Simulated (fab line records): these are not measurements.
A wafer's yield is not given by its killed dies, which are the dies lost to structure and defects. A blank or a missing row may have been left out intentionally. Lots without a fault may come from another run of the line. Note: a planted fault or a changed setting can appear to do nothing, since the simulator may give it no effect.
fab line records	flow sky130
record: lots: 15	wafers: 45	last_day: 50
route steps=708 shown VIA1@480 METAL2@488 VIA2@521
lots that met no fault: taken from a fault-free run of the same line
start_h: the number of hours between the record's first day and the start of the first shown wafer of the lot	wait_h: hours since the lot's step before	" repeats the value in the row above	L1.1+2: a single row standing in for several wafers	- either no value or no given start	* or withheld: withheld	< > ~ a bound
route shown NAME@n: a module of which the file shows steps, and the number in the route of the first	usual: mean/standard deviation taken from wafers without a fault	same: alike in all rows	chamber/n: place in a boat	sites: the reading at each site	_std_site: standard deviation of those values	_edge_site: inner sites' mean taken away from outer sites' mean	radius_mm: how far each site lies from the wafer's centre	mask NAME#n: copy n	behind: the most recent tool/chamber to have shaped the wafer	hold: reason for holding the lot/hours on hold/outcome of the hold	device: transistor that didn't switch, given as n, p or np	end of line: the tests these same wafers got at the end of their route	a step given without rows: its recipe and nothing more	killed: the dies lost at the first sort to structure and to defects; this is not the yield of the wafer	map: a wafer's dies, x killed, . not, _ none there
set.NAME: setting as actually run; set.NAME@STEP: the setting as run at that earlier step	model.NAME: the simulator's own value behind a step, which no gauge read
the route's steps for a sample of lots (tables are steps, rows are wafers)
services: when a tool's chamber went out of use (start_h, in hours from the record's first day, below 0 if earlier), for how many hours, and the reason
== steps ==
step: SKY_VIA1_RS_MEAS_22
recipe: thk_meas_gauge: four-point-probe	reads: W_of_VIA1_CVD_21+TiN_of_VIA1_SPUTTER_20
usual: VIA1_W_RS: 0.427/0.0039
lot.wafer	tool	chamber	start_h	wait_h	VIA1_W_RS[ohm/sq]
L742.2	film_metro-03	-	796.04	0.1	0.436
L742.3	"	-	"	"	0.433
L742.6	"	-	"	"	0.428
L743.1	film_metro-03	-	797.92	0.1	0.429
L743.2	"	-	"	"	0.428
L743.5	"	-	"	"	0.423
L744.2	film_metro-03	-	807.71	0.1	0.429
L744.3	"	-	"	"	0.424
L744.4	"	-	"	"	0.424
L745.2	film_metro-03	-	838.89	0.1	0.421
L745.5	"	-	"	"	0.426
L745.6	"	-	"	"	0.427
L746.1	film_metro-03	-	845.27	0.1	0.430
L746.3	"	-	"	"	0.426
L746.6	"	-	"	"	0.425
L748.2	film_metro-04	-	848.38	0.1	0.429
L748.4	"	-	"	"	0.424
L748.5	"	-	"	"	0.426
L752.1	film_metro-04	-	869.95	0.1	0.429
L752.3	"	-	"	"	0.425
L752.4	"	-	"	"	0.423
L751.2	film_metro-03	-	874.13	0.1	0.429
L751.3	"	-	"	"	0.423
L751.4	"	-	"	"	0.421
L753.1	film_metro-04	-	877.20	0.1	0.432
L753.4	"	-	"	"	0.432
L753.6	"	-	"	"	0.431
L754.2	film_metro-03	-	886.23	0.1	0.426
L754.5	"	-	"	"	0.428
L754.6	"	-	"	"	0.419
L757.1	film_metro-03	-	922.13	0.1	0.420
L757.4	"	-	"	"	0.420
L757.6	"	-	"	"	0.421
L761.1	film_metro-03	-	951.43	0.1	0.434
L761.5	"	-	"	"	0.430
L761.6	"	-	"	"	0.434
L762.1	film_metro-04	-	960.22	0.1	0.429
L762.2	"	-	"	"	0.430
L762.4	"	-	"	"	0.428
L764.2	film_metro-02	-	961.17	0.1	0.422
L764.3	"	-	"	"	0.424
L764.6	"	-	"	"	0.424
L763.1	film_metro-03	-	965.80	0.1	0.432
L763.2	"	-	"	"	0.433
L763.3	"	-	"	"	0.427
step: SKY_METAL2_RS_MEAS_05
recipe: thk_meas_gauge: four-point-probe	reads: TiN_of_METAL2_SPUTTER_04+Ti_of_METAL2_SPUTTER_03+AlCu_of_METAL2_SPUTTER_02+TiN_of_METAL2_SPUTTER_01+Ti_of_METAL2_SPUTTER_00
usual: METAL2_ALCU_RS: 0.1263/0.0013
lot.wafer	tool	chamber	start_h	wait_h	METAL2_ALCU_RS[ohm/sq]
L742.2	film_metro-01	-	796.66	0.0	0.1247
L742.3	"	-	"	"	0.1243
L742.6	"	-	"	"	0.1257
L743.1	film_metro-01	-	798.54	0.0	0.1269
L743.2	"	-	"	"	0.1262
L743.5	"	-	"	"	0.1270
L744.2	film_metro-01	-	808.33	0.0	0.1244
L744.3	"	-	"	"	0.1255
L744.4	"	-	"	"	0.1250
L745.2	film_metro-02	-	839.51	0.0	0.1262
L745.5	"	-	"	"	0.1245
L745.6	"	-	"	"	0.1255
L746.1	film_metro-02	-	845.89	0.0	0.1298
L746.3	"	-	"	"	0.1287
L746.6	"	-	"	"	0.1297
L748.2	film_metro-03	-	848.99	0.0	0.1256
L748.4	"	-	"	"	0.1271
L748.5	"	-	"	"	0.1270
L752.1	film_metro-01	-	870.57	0.0	0.1279
L752.3	"	-	"	"	0.1275
L752.4	"	-	"	"	0.1270
L751.2	film_metro-01	-	874.75	0.0	0.1242
L751.3	"	-	"	"	0.1259
L751.4	"	-	"	"	0.1240
L753.1	film_metro-03	-	877.84	0.0	0.1260
L753.4	"	-	"	"	0.1268
L753.6	"	-	"	"	0.1267
L754.2	film_metro-02	-	886.85	0.0	0.1269
L754.5	"	-	"	"	0.1278
L754.6	"	-	"	"	0.1283
L757.1	film_metro-03	-	922.74	0.0	0.1247
L757.4	"	-	"	"	0.1260
L757.6	"	-	"	"	0.1268
L761.1	film_metro-02	-	953.58	0.0	0.1261
L761.5	"	-	"	"	0.1261
L761.6	"	-	"	"	0.1268
L762.1	film_metro-01	-	960.84	0.0	0.1300
L762.2	"	-	"	"	0.1281
L762.4	"	-	"	"	0.1283
L764.2	film_metro-02	-	961.79	0.0	0.1259
L764.3	"	-	"	"	0.1256
L764.6	"	-	"	"	0.1260
L763.1	film_metro-01	-	966.42	0.0	0.1278
L763.2	"	-	"	"	0.1268
L763.3	"	-	"	"	0.1279
step: SKY_METAL2_DESCUM_17
recipe: chemistry: O2	source_power_w: 150	bias_power_w: 0	pressure_mtorr: 10	temp_c: 40	time_s: 8
usual: drypump_motor_current_A: 5.44/0.24	oes_product_au: 0.998/0.0072	temp_c: 40.00/0.12
lot.wafer	tool	chamber	start_h	wait_h	drypump_motor_current_A	oes_product_au	rf_hours_counter_h	temp_c
L742.2	rie_metal-03	1	823.32	0.0	5.29	1.001	8	40.06
L742.3	"	1	"	"	5.31	0.983	-	39.93
L742.6	"	0	"	"	5.56	0.996	-	39.99
L743.1	rie_metal-04	0	825.89	0.0	5.64	1.002	16	40.01
L743.2	"	1	"	"	5.24	0.997	8	39.97
L743.5	"	0	"	"	5.64	0.999	-	39.96
L744.2	rie_metal-04	0	834.79	0.0	5.66	0.996	16	39.80
L744.3	"	1	"	"	5.23	0.997	-	39.86
L744.4	"	0	"	"	5.65	1.000	-	39.93
L745.2	rie_metal-04	1	865.34	0.0	5.25	0.998	10	40.12
L745.5	"	1	"	"	5.22	1.001	-	40.11
L745.6	"	0	"	"	5.67	0.997	-	40.10
L746.1	rie_metal-02	1	871.84	0.0	5.22	0.986	10	40.13
L746.3	"	0	"	"	6.02	0.995	-	40.04
L746.6	"	0	"	"	6.00	0.999	-	39.96
L748.2	rie_metal-02	1	875.29	0.0	5.21	0.996	10	40.13
L748.4	"	1	"	"	5.21	0.990	-	40.00
L748.5	"	0	"	"	6.01	1.014	-	39.88
L752.1	rie_metal-03	1	895.07	0.0	5.27	0.993	11	39.96
L752.3	"	0	"	"	5.57	1.006	-	39.95
L752.4	"	1	"	"	5.29	0.996	-	39.96
L751.2	rie_metal-03	1	900.77	0.0	5.27	0.989	11	39.80
L751.3	"	0	"	"	5.53	1.009	-	39.86
L751.4	"	1	"	"	5.29	0.995	-	40.02
L753.1	rie_metal-02	1	903.89	0.0	5.23	0.992	12	39.95
L753.4	"	1	"	"	5.22	0.996	-	39.91
L753.6	"	0	"	"	6.00	1.010	-	40.33
L754.2	rie_metal-04	1	912.50	0.0	5.23	1.009	-	39.96
L754.5	"	1	"	"	5.26	1.000	-	40.01
L754.6	"	1	"	"	5.25	1.002	-	40.11
L757.1	rie_metal-03	1	946.89	0.0	5.29	0.998	13	40.03
L757.4	"	1	"	"	5.31	0.996	-	40.17
L757.6	"	1	"	"	5.31	1.012	-	40.05
L761.1	rie_metal-04	0	978.27	0.0	5.65	1.005	3	39.96
L761.5	"	0	"	"	5.66	0.990	-	39.96
L761.6	"	1	"	"	5.23	0.999	-	39.93
L762.1	rie_metal-03	0	985.69	0.0	5.57	0.994	1	40.06
L762.2	"	1	"	"	5.29	0.979	17	40.12
L762.4	"	1	"	"	5.29	0.990	-	40.01
L764.2	rie_metal-04	0	986.02	0.0	5.65	0.990	4	39.81
L764.3	"	0	"	"	5.65	0.994	-	40.15
L764.6	"	0	"	"	5.64	1.007	-	39.86
L763.1	rie_metal-03	0	990.59	0.0	5.56	0.994	2	40.00
L763.2	"	1	"	"	5.28	0.995	17	39.64
L763.3	"	0	"	"	5.56	1.000	-	39.98
step: SKY_VIA2_ETCH_14
recipe: chemistry: N2/H2	target: BARC	ion_energy_ev: 200	source_w: 500	bias_w: 100	pressure_mtorr: 30	n2_flow_sccm: 100	h2_flow_sccm: 200	stop_on: SiO2	time_s: 45.9	target_depth_a: 600
usual: drypump_motor_current_A: 5.6/0.52	oes_product_au: 0.855/0.005	run_length_s: 74.3/0.41	throttle_valve_pct: 13.225/0.0084
lot.wafer	tool	chamber	start_h	wait_h	drypump_motor_current_A	oes_product_au	rf_hours_counter_h	run_length_s	throttle_valve_pct
L742.2	rie_diel-01	2	850.08	0.0	5.0	0.849	22	74.5	13.216
L742.3	"	1	"	"	6.1	0.854	8	74.7	13.228
L742.6	"	2	"	"	5.0	0.855	-	74.0	13.233
L743.1	rie_diel-04	3	853.89	0.0	5.1	0.852	10	74.3	13.215
L743.2	"	1	"	"	6.0	0.853	23	73.7	13.206
L743.5	"	1	"	"	6.0	0.844	-	74.0	13.221
L744.2	rie_diel-04	1	861.03	0.0	6.0	0.855	24	73.8	13.228
L744.3	"	2	"	"	5.2	0.851	11	74.3	13.213
L744.4	"	0	"	"	5.0	0.857	2	73.8	13.228
L745.2	rie_diel-02	2	892.39	0.0	6.3	0.861	12	74.3	13.217
L745.5	"	0	"	"	6.3	0.846	-	74.4	13.233
L745.6	"	1	"	"	5.6	0.862	-	74.9	13.243
L746.1	rie_diel-04	0	898.99	0.0	5.0	0.851	3	74.0	13.228
L746.3	"	1	"	"	6.0	0.861	25	73.9	13.246
L746.6	"	3	"	"	5.2	0.860	-	74.0	13.219
L748.2	rie_diel-01	3	903.79	0.0	6.0	0.850	2	73.1	13.233
L748.4	"	1	"	"	6.1	0.855	10	74.6	13.233
L748.5	"	1	"	"	6.1	0.853	-	75.0	13.223
L752.1	rie_diel-01	2	921.42	0.0	5.0	0.987	25	67.6	13.241
L752.3	"	0	"	"	4.8	0.995	23	67.2	13.252
L752.4	"	3	"	"	6.0	0.995	3	67.0	13.249
L751.2	rie_diel-01	0	926.84	0.0	4.8	0.980	23	66.9	13.243
L751.3	"	3	"	"	6.0	0.989	3	66.6	13.231
L751.4	"	1	"	"	6.1	0.987	11	67.8	13.243
L753.1	rie_diel-02	0	930.37	0.0	6.4	0.854	20	74.3	13.227
L753.4	"	2	"	"	6.3	0.858	14	74.9	13.238
L753.6	"	2	"	"	6.3	0.858	-	74.8	13.217
L754.2	rie_diel-01	2	938.03	0.0	5.0	0.996	25	67.5	13.245
L754.5	"	3	"	"	6.0	0.988	-	67.0	13.236
L754.6	"	2	"	"	5.0	0.994	-	67.6	13.239
L757.1	rie_diel-02	1	973.22	0.0	5.6	0.857	12	74.3	13.227
L757.4	"	0	"	"	6.3	0.854	21	74.6	13.229
L757.6	"	3	"	"	5.7	0.861	-	74.9	13.218
L761.1	rie_diel-02	3	1002.34	0.0	5.7	0.854	12	74.1	13.226
L761.5	"	2	"	"	6.3	0.854	-	74.3	13.225
L761.6	"	3	"	"	5.6	0.857	-	73.9	13.225
L762.1	rie_diel-02	2	1009.64	0.0	6.2	0.857	16	74.4	13.224
L762.2	"	3	"	"	5.7	0.856	12	74.7	13.218
L762.4	"	0	"	"	6.4	0.842	22	74.5	13.234
L764.2	rie_diel-04	3	1010.63	0.0	5.1	0.853	15	74.2	13.218
L764.3	"	2	"	"	5.2	0.857	15	74.6	13.219
L764.6	"	1	"	"	6.0	0.856	-	74.6	13.229
L763.1	rie_diel-02	2	1015.74	0.0	6.3	0.857	16	74.7	13.220
L763.2	"	3	"	"	5.7	0.856	12	74.2	13.231
L763.3	"	0	"	"	6.3	0.855	22	75.0	13.211
step: SKY_VIA2_STRIP_16
recipe: chemistry: O2/N2	power_w: 1400	pressure_mtorr: 1500	platen_temp_c: withheld	o2_flow_sccm: 3000	n2_flow_sccm: 300	overash_fraction: 0.5
usual: drypump_motor_current_A: 5.3/0.34	o2_flow_sccm: 3001/8.2	oes_product_au: 0.398/0.0044	strip_time_to_endpoint_s: 4.039/0.023
lot.wafer	tool	chamber	start_h	wait_h	drypump_motor_current_A	o2_flow_sccm	oes_product_au	rf_hours_counter_h	strip_time_to_endpoint_s
L742.2	plasma_asher-02	1	850.19	0.0	5.6	2998	0.396	73	3.986
L742.3	"	0	"	"	5.0	3005	0.399	-	4.037
L742.6	"	1	"	"	5.6	3003	0.393	-	3.996
L743.1	plasma_asher-02	0	854.00	0.0	5.0	3004	0.395	74	4.034
L743.2	"	1	"	"	5.6	3003	0.398	74	4.038
L743.5	"	1	"	"	5.6	3006	0.392	-	4.045
L744.2	plasma_asher-03	0	861.14	0.0	5.5	3013	0.399	101	4.019
L744.3	"	1	"	"	5.7	2993	0.393	-	4.025
L744.4	"	0	"	"	5.5	3015	0.403	-	4.060
L745.2	plasma_asher-01	0	892.50	0.0	4.8	3002	0.398	45	4.045
L745.5	"	1	"	"	5.3	3006	0.390	-	4.017
L745.6	"	0	"	"	4.8	2978	0.404	-	4.048
L746.1	plasma_asher-03	0	899.10	0.0	5.5	3007	0.400	105	4.041
L746.3	"	0	"	"	5.5	3001	0.390	-	4.067
L746.6	"	0	"	"	5.5	3018	0.401	-	4.057
L748.2	plasma_asher-02	1	903.90	0.0	5.6	2995	0.392	79	4.029
L748.4	"	0	"	"	4.9	2981	0.398	-	4.036
L748.5	"	1	"	"	5.6	2992	0.395	-	4.019
L752.1	plasma_asher-03	0	921.52	0.0	5.5	2997	0.408	107	4.105
L752.3	"	0	"	"	5.5	2987	0.398	-	4.097
L752.4	"	1	"	"	5.7	2997	0.401	-	4.088
L751.2	plasma_asher-02	1	926.95	0.0	5.6	3002	0.398	81	4.113
L751.3	"	1	"	"	5.6	3000	0.407	-	4.124
L751.4	"	0	"	"	5.0	2989	0.392	-	4.143
L753.1	plasma_asher-01	1	930.47	0.0	5.3	3002	0.401	49	4.011
L753.4	"	0	"	"	4.8	2991	0.397	-	4.076
L753.6	"	0	"	"	4.8	3005	0.395	-	4.047
L754.2	plasma_asher-03	1	938.14	0.0	5.8	3001	0.405	109	4.083
L754.5	"	0	"	"	5.5	3012	0.404	-	4.098
L754.6	"	1	"	"	5.7	2997	0.402	-	4.070
L757.1	plasma_asher-03	1	973.32	0.0	5.8	2984	0.402	113	4.103
L757.4	"	0	"	"	5.5	2997	0.406	-	4.032
L757.6	"	0	"	"	5.5	2988	0.392	-	4.059
L761.1	plasma_asher-03	0	1002.45	0.0	5.5	3011	0.405	116	4.074
L761.5	"	0	"	"	5.5	3003	0.393	-	4.055
L761.6	"	1	"	"	5.7	3007	0.406	-	4.067
L762.1	plasma_asher-01	1	1009.75	0.0	5.3	3011	0.398	58	4.056
L762.2	"	0	"	"	4.8	2999	0.395	58	4.033
L762.4	"	0	"	"	4.8	3000	0.392	-	4.008
L764.2	plasma_asher-02	1	1010.74	0.0	5.6	3009	0.402	90	4.040
L764.3	"	0	"	"	4.9	3006	0.394	-	4.015
L764.6	"	1	"	"	5.6	3013	0.397	-	4.019
L763.1	plasma_asher-01	1	1015.85	0.0	5.3	3007	0.399	58	4.048
L763.2	"	0	"	"	4.8	3011	0.397	58	4.040
L763.3	"	0	"	"	4.8	3004	0.399	-	4.024
== services ==
tool	chamber	start_h	hours	kind
rie_diel-04	1	820.03	11.9	repair
plasma_asher-03	-	834.24	7.6	repair
rie_diel-01	-	837.49	0.2	repair
rie_diel-04	2	852.42	4.8	repair
plasma_asher-01	-	856.11	14.6	pm
plasma_asher-03	-	865.08	4.4	repair
plasma_asher-02	-	869.48	2.8	pm
rie_diel-04	2	877.19	3.9	repair
rie_metal-02	-	880.37	0.1	repair
plasma_asher-01	-	884.01	5.9	repair
rie_diel-04	-	884.61	0.7	repair
rie_metal-04	-	884.68	2.8	pm
rie_metal-04	0	899.20	-	clean
rie_metal-04	0	899.20	19.6	scheduled_down
rie_metal-04	0	899.20	19.6	vent_cycle
rie_metal-03	-	911.09	14.6	pm
rie_metal-03	0	937.24	-	clean
rie_metal-03	0	937.24	23.4	scheduled_down
rie_diel-04	2	942.12	2.1	repair
rie_diel-02	1	949.25	12.3	repair
rie_metal-02	-	957.84	0.3	repair
rie_diel-01	3	970.44	3.8	repair
plasma_asher-02	-	975.85	6.1	repair
rie_diel-04	0	1007.33	7.2	repair
== key ==
first_sign: step: SKY_VIA2_ETCH_14	reading: oes_product_au	direction: up	sigmas: 27	usual: 0.855	struck: 0.990
effect: step: SKY_VIA2_ETCH_14	reading: run_length_s	direction: down	sigmas: 17	usual: *	struck: *
effect: step: SKY_VIA2_STRIP_16	reading: strip_time_to_endpoint_s	direction: up	sigmas: 2.8	usual: *	struck: *
met_at SKY_VIA2_ETCH_14
struck_lots L751,L752,L754
sort_left_out L751.2,L751.3,L751.4,L752.1,L752.3,L752.4,L754.2,L754.5,L754.6
not_acting_at SKY_VIA1_RS_MEAS_22,SKY_METAL2_RS_MEAS_05,SKY_METAL2_DESCUM_17
onset_between 903.79 921.42
fault: kind: process_parameter_drift	tool: rie_diel-01	chamber: -	onset_h: 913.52	steps: SKY_VIA2_ETCH_14	channel: time_s	offset: *	shape: step	end_h: 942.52	acts_in: *	stated: *
sort_left_out: the simulated sort isn't trusted on such a fault, so these wafers' sort isn't shown, and their yield isn't known
